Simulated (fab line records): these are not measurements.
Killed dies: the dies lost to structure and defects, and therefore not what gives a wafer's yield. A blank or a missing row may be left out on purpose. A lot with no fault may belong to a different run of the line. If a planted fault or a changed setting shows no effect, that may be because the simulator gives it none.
Code-filled problem report in 8D (eight disciplines) form / flow sky130 / the parts of the form that need people (team, actions taken, sign-off) are left out

1. WHAT IS WRONG
Mean of strip time to endpoint s at SKY_CAPM_STRIP_14: 11.55 s across 4 wafers in 2 lots; on wafers with no fault it is 12.67 s (standard deviation 0.045). That is -25 standard deviations from the usual mean.
The step: strips in O2/N2.
The first sign was on wafer L494.3 at day 39 02:15, on plasma asher-02. Wafers with a number at this step in the record: 42, from 14 lots. The rule behind "out" and "out of limits": a value lying over 4 standard deviations away from the usual mean. Any other wafer with a number is counted as sound.

2. WHAT IT IS, WHAT IT ISN'T
question=which readings at this step | is=strip time to endpoint s | is not=drypump motor current A
question=which lots | is=L494, L499 | is not=L490, L492, L498, L502, L503, L504, L507, L508, L509, L510, L511, L513
question=which wafers of those lots | is=L494.3, L494.6, L499.3, L499.5 | is not=L494.1, L499.2
question=read on which tools | is=plasma asher-02 | is not=plasma asher-01, plasma asher-04
question=when | is=from day 39 02:15 | is not=up to then (7 sound wafers); but 31 sound wafers of L498, L499, L502, L503, L504, L507, L508, L509, L510, L511, L513 came after

3. SUSPECTS, AND WHAT RULES EACH OUT
Counting: a tool at a process step up to the reading stays a suspect if it ran every lot that is out. Sound lots after the first of them don't rule it out here, since some wafers of a struck lot are sound.
- rie metal-03 at SKY_CAPM_METAL_ETCH_13 (etches TiN in Cl2/BCl3, stops on SiO2, target depth 220 nm, time 62.9 s): kept. It ran every lot that is out, first L494 (day 39 02:11).
- plasma asher-02 at SKY_CAPM_STRIP_14 (strips in O2/N2): kept. Every lot that is out went through it, the first being L494 (day 39 02:15); the last sound lot it ran before that was L492 (day 38 10:24). On those wafers its own readings are out: strip time to endpoint s.
What counting leaves: rie metal-03 at SKY_CAPM_METAL_ETCH_13 and plasma asher-02 at SKY_CAPM_STRIP_14.

4. THE CAUSE (what the simulator had put in)
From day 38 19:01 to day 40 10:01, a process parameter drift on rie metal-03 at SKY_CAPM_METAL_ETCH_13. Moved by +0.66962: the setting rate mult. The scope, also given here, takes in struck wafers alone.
2 suspects survive the count, and this tool is in that group.

5. THE CHAIN OF EFFECTS, in route order
Each row: a reading where the mean over the struck wafers with a number is more than 3 standard deviations away from the usual. Only readings for which the record gives a usual standard deviation are gone through. hours: the time from each lot's start at the first step in this table that gives one to its start at this step, as a median over the lots. sigmas: the change in usual standard deviations.
hours=0; step=SKY_CAPM_STRIP_14; reading=strip time to endpoint s; usual=12.67 s; on struck wafers=11.55; change=-1.12; sigmas=-25
It contains these process steps:
- SKY_CAPM_STRIP_14: strips in O2/N2.

6. WHAT WOULD HAVE CAUGHT IT SOONER
7 hours passed between the start of the fault at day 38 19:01 and the first reading out of limits in this record, taken at day 39 02:15.
Tool readings at SKY_CAPM_METAL_ETCH_13 with a usual standard deviation given in the record: none out on any struck wafer, hence no alarm at a limit of 4 standard deviations on them.
Of the lots that are out (2), L499 began SKY_CAPM_METAL_ETCH_13 on rie metal-03 after day 39 02:15. Had the tool been put on hold then, it would have been spared.
